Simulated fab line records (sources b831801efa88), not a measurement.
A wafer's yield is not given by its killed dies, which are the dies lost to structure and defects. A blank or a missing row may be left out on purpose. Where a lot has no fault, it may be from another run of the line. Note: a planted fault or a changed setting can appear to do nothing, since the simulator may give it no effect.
fab line records | flow sky130 | part 2 of 2: steps 26 to 36 of 36
record lots=5 | wafers=15 | last_day=50
route steps=708 shown FIELD_ISO@12 NWELL@32 DNWELL@35 PWDE@45
lots with no fault: from the same line, run without faults
start_h: start of the lot's first displayed wafer, in hours after the record's first day | wait_h: time in hours since the lot's previous step | " as in the row above | L1.1+2: a row that stands for several wafers | - no value, or no start was given | * or withheld: withheld | < > ~ a bound
route shown NAME@n: names a module that has steps shown in the file, with the first one's number in the route | usual: average and standard deviation across the fault-free wafers | same: alike in all rows | chamber/n: place in a boat | sites: readings site by site | _std_site: standard deviation across them | _edge_site: mean of outer sites minus mean of inner sites | radius_mm: for every site, how far away it sits from the centre of the wafer | mask NAME#n: copy n | behind: tool/chamber where the wafer was last shaped | hold: the reason the lot was held/the length of the hold in hours/how it ended | device: the transistor (n, p or np) that didn't switch | end of line: at the end of the route, the tests of the same wafers | where a step has no rows: the recipe by itself | killed: count of dies lost to structure and defects at first sort (not the wafer's yield) | map: a wafer's dies, marking killed ones x, the rest . and places with no die _
set.NAME: the setting as run; set.NAME@STEP: as run at that earlier step | model.NAME: the simulator's own value behind a step, which no gauge read
a table for each step, a row for each wafer; lots at some steps of the route
services: from which hour (start_h, from the record's first day; less than 0 if before it) a tool's chamber was out of use, for how many hours, and why
## steps
# step SKY_DNWELL_COAT_02
# recipe spin_rpm=2000 | resist_thk_nm=3000
# usual chill_plate_temp_C=23.02/0.099
lot.wafer | tool           | chamber | start_h | wait_h | chill_plate_temp_C
L074.3    | litho_track-01 | 0       | 45.35   | 0.1    | 23.00
L074.4    | "              | 0       | "       | "      | 23.09
L074.6    | "              | 0       | "       | "      | 23.08
L079.1    | litho_track-01 | 0       | 69.35   | 0.1    | 22.96
L079.3    | "              | 0       | "       | "      | 23.15
L079.6    | "              | 0       | "       | "      | 23.01
L078.1    | litho_track-04 | 0       | 69.63   | 0.1    | 23.00
L078.4    | "              | 0       | "       | "      | 23.07
L078.6    | "              | 0       | "       | "      | 22.98
L081.1    | litho_track-03 | 0       | 80.70   | 0.1    | 23.08
L081.2    | "              | 0       | "       | "      | 23.11
L081.5    | "              | 0       | "       | "      | 22.98
L097.1    | litho_track-04 | 0       | 165.73  | 0.1    | 22.94
L097.5    | "              | 0       | "       | "      | 22.98
L097.6    | "              | 0       | "       | "      | 22.95
# step SKY_DNWELL_SOFTBAKE_03
# recipe temp_c=110 | time_s=withheld
# usual chill_plate_temp_C=23.03/0.1
lot.wafer | tool           | chamber | start_h | wait_h | chill_plate_temp_C
L074.3    | litho_track-01 | 0       | 45.51   | 0.1    | 22.94
L074.4    | "              | 0       | "       | "      | 23.03
L074.6    | "              | 0       | "       | "      | 22.91
L079.1    | litho_track-01 | 0       | 69.50   | 0.1    | 23.08
L079.3    | "              | 0       | "       | "      | 23.01
L079.6    | "              | 0       | "       | "      | 23.04
L078.1    | litho_track-04 | 0       | 69.78   | 0.1    | 23.08
L078.4    | "              | 0       | "       | "      | 23.10
L078.6    | "              | 0       | "       | "      | 23.19
L081.1    | litho_track-03 | 0       | 80.85   | 0.1    | 23.30
L081.2    | "              | 0       | "       | "      | 23.16
L081.5    | "              | 0       | "       | "      | 23.26
L097.1    | litho_track-04 | 0       | 165.88  | 0.1    | 23.02
L097.5    | "              | 0       | "       | "      | 23.13
L097.6    | "              | 0       | "       | "      | 22.90
# step SKY_DNWELL_EXPOSE_04
# recipe mask_id=DNM | na=0.57 | target_cd_nm=3000 | dose_mj=222
lot.wafer  | tool             | chamber | start_h | wait_h | mask
L074.3+4+6 | iline_stepper-02 | 0       | -       | -      | DNM#0
L079.1+3+6 | iline_stepper-02 | 0       | -       | -      | DNM#0
L078.1+4+6 | iline_stepper-02 | 0       | -       | -      | DNM#0
L081.1+2+5 | iline_stepper-02 | 0       | -       | -      | DNM#0
L097.1+5+6 | iline_stepper-02 | 0       | -       | -      | DNM#0
# step SKY_DNWELL_PEB_05
# recipe temp_c=115 | time_s=withheld
# usual chill_plate_temp_C=22.99/0.1
lot.wafer | tool           | chamber | start_h | wait_h | chill_plate_temp_C
L074.3    | litho_track-01 | 0       | -       | -      | 23.07
L074.4    | "              | 0       | "       | "      | 22.93
L074.6    | "              | 0       | "       | "      | 22.96
L079.1    | litho_track-03 | 0       | -       | -      | 23.00
L079.3    | "              | 0       | "       | "      | 23.11
L079.6    | "              | 0       | "       | "      | 22.96
L078.1    | litho_track-03 | 0       | -       | -      | 22.99
L078.4    | "              | 0       | "       | "      | 22.83
L078.6    | "              | 0       | "       | "      | 23.05
L081.1    | litho_track-04 | 0       | -       | -      | 23.00
L081.2    | "              | 0       | "       | "      | 23.16
L081.5    | "              | 0       | "       | "      | 23.11
L097.1    | litho_track-03 | 0       | -       | -      | 22.93
L097.5    | "              | 0       | "       | "      | 22.96
L097.6    | "              | 0       | "       | "      | 22.89
# step SKY_DNWELL_DEVELOP_06
# recipe wall_angle_deg=90 | developer=TMAH | develop_time_s=60 | dev_temp_c=23
# usual chill_plate_temp_C=23.00/0.11
# same develop_time_s=60
lot.wafer | tool           | chamber | start_h | wait_h | chill_plate_temp_C
L074.3    | litho_track-01 | 0       | -       | -      | 22.97
L074.4    | "              | 0       | "       | "      | 23.02
L074.6    | "              | 0       | "       | "      | 23.04
L079.1    | litho_track-03 | 0       | -       | -      | 23.13
L079.3    | "              | 0       | "       | "      | 22.81
L079.6    | "              | 0       | "       | "      | 23.00
L078.1    | litho_track-03 | 0       | -       | -      | 23.01
L078.4    | "              | 0       | "       | "      | 22.86
L078.6    | "              | 0       | "       | "      | 22.90
L081.1    | litho_track-04 | 0       | -       | -      | 22.99
L081.2    | "              | 0       | "       | "      | 22.88
L081.5    | "              | 0       | "       | "      | 22.93
L097.1    | litho_track-03 | 0       | -       | -      | 23.03
L097.5    | "              | 0       | "       | "      | 22.89
L097.6    | "              | 0       | "       | "      | 22.97
# step SKY_DNWELL_IMPLANT_07
# recipe species=P | energy_kev=withheld | dose_cm2=withheld | tilt_deg=withheld
lot.wafer  | tool         | chamber | start_h | wait_h
L074.3+4+6 | implanter-03 | 0       | 53.60   | -
L079.1+3+6 | implanter-01 | 0       | 79.10   | -
L078.1+4+6 | implanter-02 | 0       | 79.45   | -
L081.1+2+5 | implanter-01 | 0       | 89.68   | -
L097.1+5+6 | implanter-03 | 0       | 176.40  | -
# step SKY_DNWELL_STRIP_08
# recipe chemistry=O2/N2 | power_w=1400 | pressure_mtorr=1500 | platen_temp_c=withheld | o2_flow_sccm=3000 | n2_flow_sccm=300 | overash_fraction=0.5
# usual drypump_motor_current_A=5.7/0.32 | o2_flow_sccm=3001/8.9 | oes_product_au=0.722/0.0043 | strip_time_to_endpoint_s=36.95/0.11
lot.wafer | tool            | chamber | start_h | wait_h | drypump_motor_current_A | o2_flow_sccm | oes_product_au | rf_hours_counter_h | strip_time_to_endpoint_s
L074.3    | plasma_asher-04 | 0       | 53.73   | 0.1    | 6.0                     | 2992         | 0.728          | -                  | 36.92
L074.4    | "               | 1       | "       | "      | 5.7                     | 2990         | 0.718          | -                  | 36.91
L074.6    | "               | 1       | "       | "      | 5.7                     | 3000         | 0.718          | -                  | 36.91
L079.1    | plasma_asher-03 | 0       | 79.25   | 0.1    | 5.0                     | 3010         | 0.712          | 27                 | 37.05
L079.3    | "               | 0       | "       | "      | 5.0                     | 3024         | 0.721          | -                  | 36.99
L079.6    | "               | 0       | "       | "      | 5.1                     | 3015         | 0.726          | -                  | 36.90
L078.1    | plasma_asher-04 | 1       | 79.60   | 0.1    | 5.6                     | 2998         | 0.723          | 39                 | 37.02
L078.4    | "               | 1       | "       | "      | 5.7                     | 3004         | 0.719          | -                  | 37.04
L078.6    | "               | 0       | "       | "      | 5.9                     | 2999         | 0.721          | -                  | 37.00
L081.1    | plasma_asher-02 | 1       | 89.83   | 0.1    | 5.8                     | 2999         | 0.716          | 42                 | 36.93
L081.2    | "               | 0       | "       | "      | 5.6                     | 3005         | 0.725          | 42                 | 36.87
L081.5    | "               | 1       | "       | "      | 5.8                     | 2998         | 0.723          | -                  | 36.95
L097.1    | plasma_asher-04 | 0       | 176.57  | 0.1    | 6.0                     | 2994         | 0.722          | 6                  | 36.99
L097.5    | "               | 0       | "       | "      | 6.0                     | 3020         | 0.726          | -                  | 37.07
L097.6    | "               | 1       | "       | "      | 5.6                     | 3002         | 0.717          | -                  | 37.15
# step SKY_DNWELL_TW_MEAS_09
# usual DNWELL_TW=1098/17
lot.wafer | tool          | chamber | start_h | wait_h | DNWELL_TW
L074.3    | film_metro-02 | -       | 53.82   | 0.1    | 1096
L074.4    | "             | -       | "       | "      | 1093
L074.6    | "             | -       | "       | "      | 1093
L079.1    | film_metro-02 | -       | 79.35   | 0.1    | 1087
L079.3    | "             | -       | "       | "      | 1084
L079.6    | "             | -       | "       | "      | 1090
L078.1    | film_metro-02 | -       | 79.70   | 0.1    | 1102
L078.4    | "             | -       | "       | "      | 1095
L078.6    | "             | -       | "       | "      | 1102
L081.1    | film_metro-01 | -       | 89.93   | 0.1    | 1091
L081.2    | "             | -       | "       | "      | 1098
L081.5    | "             | -       | "       | "      | 1095
L097.1    | film_metro-02 | -       | 176.67  | 0.1    | 1087
L097.5    | "             | -       | "       | "      | 1089
L097.6    | "             | -       | "       | "      | 1084
# step SKY_PWDE_DEHYDRATE_00
# recipe temp_c=200 | time_s=60
# usual chill_plate_temp_C=23.00/0.1
lot.wafer | tool           | chamber | start_h | wait_h | chill_plate_temp_C
L074.3    | litho_track-01 | 0       | 61.30   | 7.5    | 23.07
L074.4    | "              | 0       | "       | "      | 23.15
L074.6    | "              | 0       | "       | "      | 23.08
L079.1    | litho_track-01 | 0       | 87.20   | 7.8    | 22.97
L079.3    | "              | 0       | "       | "      | 23.03
L079.6    | "              | 0       | "       | "      | 23.06
L078.1    | litho_track-04 | 0       | 87.28   | 7.6    | 22.93
L078.4    | "              | 0       | "       | "      | 23.18
L078.6    | "              | 0       | "       | "      | 22.85
L081.1    | litho_track-02 | 0       | 98.08   | 8.1    | 23.07
L081.2    | "              | 0       | "       | "      | 22.96
L081.5    | "              | 0       | "       | "      | 23.07
L097.1    | litho_track-01 | 0       | 186.15  | 9.5    | 23.02
L097.5    | "              | 0       | "       | "      | 23.05
L097.6    | "              | 0       | "       | "      | 22.88
# step SKY_PWDE_HMDS_01
# recipe prime_time_s=60 | prime_temp_c=120
# usual chill_plate_temp_C=22.98/0.098
lot.wafer | tool           | chamber | start_h | wait_h | chill_plate_temp_C
L074.3    | litho_track-01 | 0       | 61.45   | 0.1    | 22.89
L074.4    | "              | 0       | "       | "      | 22.99
L074.6    | "              | 0       | "       | "      | 23.04
L079.1    | litho_track-01 | 0       | 87.35   | 0.1    | 23.07
L079.3    | "              | 0       | "       | "      | 23.14
L079.6    | "              | 0       | "       | "      | 23.14
L078.1    | litho_track-04 | 0       | 87.43   | 0.1    | 22.87
L078.4    | "              | 0       | "       | "      | 22.88
L078.6    | "              | 0       | "       | "      | 22.97
L081.1    | litho_track-02 | 0       | 98.23   | 0.1    | 23.04
L081.2    | "              | 0       | "       | "      | 22.98
L081.5    | "              | 0       | "       | "      | 22.94
L097.1    | litho_track-01 | 0       | 186.30  | 0.1    | 22.81
L097.5    | "              | 0       | "       | "      | 22.95
L097.6    | "              | 0       | "       | "      | 22.98
# step SKY_PWDE_COAT_02
# recipe spin_rpm=2000 | resist_thk_nm=3000
# usual chill_plate_temp_C=22.99/0.1
lot.wafer | tool           | chamber | start_h | wait_h | chill_plate_temp_C
L074.3    | litho_track-01 | 0       | 61.60   | 0.1    | 23.14
L074.4    | "              | 0       | "       | "      | 22.95
L074.6    | "              | 0       | "       | "      | 23.18
L079.1    | litho_track-01 | 0       | 87.50   | 0.1    | 22.77
L079.3    | "              | 0       | "       | "      | 22.98
L079.6    | "              | 0       | "       | "      | 22.79
L078.1    | litho_track-04 | 0       | 87.58   | 0.1    | 23.03
L078.4    | "              | 0       | "       | "      | 23.07
L078.6    | "              | 0       | "       | "      | 22.84
L081.1    | litho_track-02 | 0       | 98.38   | 0.1    | 23.10
L081.2    | "              | 0       | "       | "      | 23.10
L081.5    | "              | 0       | "       | "      | 23.11
L097.1    | litho_track-01 | 0       | 186.45  | 0.1    | 23.08
L097.5    | "              | 0       | "       | "      | 23.02
L097.6    | "              | 0       | "       | "      | 22.99
## services
tool             | chamber | start_h | hours | kind
furnace-02       | -       | 21.63   | 3.3   | pm
furnace-01       | -       | 26.22   | 3.2   | pm
cmp-02           | -       | 38.02   | 2.9   | repair
rie_diel-03      | 2       | 48.35   | 15.1  | repair
rie_diel-03      | 0       | 50.66   | 7.9   | repair
furnace-01       | -       | 51.96   | 3.2   | pm
rie_diel-01      | 0       | 52.52   | 2.5   | repair
iline_stepper-02 | -       | 59.80   | 6.7   | repair
rie_si-01        | 1       | 62.36   | 3.9   | repair
cmp-01           | -       | 64.00   | 4.0   | pm
cmp-01           | -       | 73.38   | 12.9  | pm
rie_diel-01      | 3       | 84.06   | 8.0   | repair
rie_diel-03      | 3       | 90.34   | 56.8  | repair
rie_si-01        | 0       | 94.74   | 2.4   | repair
implanter-01     | -       | 97.49   | 1.3   | repair
cmp-01           | -       | 98.93   | 1.2   | repair
rie_si-01        | 0       | 106.07  | 5.4   | repair
plasma_asher-04  | -       | 108.75  | 9.0   | pm
cmp-01           | -       | 114.11  | 22.8  | repair
furnace-02       | -       | 124.95  | 8.5   | pm
cmp-01           | -       | 127.17  | 0.3   | repair
furnace-02       | -       | 133.50  | 2.8   | pm
hdpcvd-01        | 2       | 135.56  | 5.0   | repair
iline_stepper-02 | -       | 172.31  | 1.7   | pm
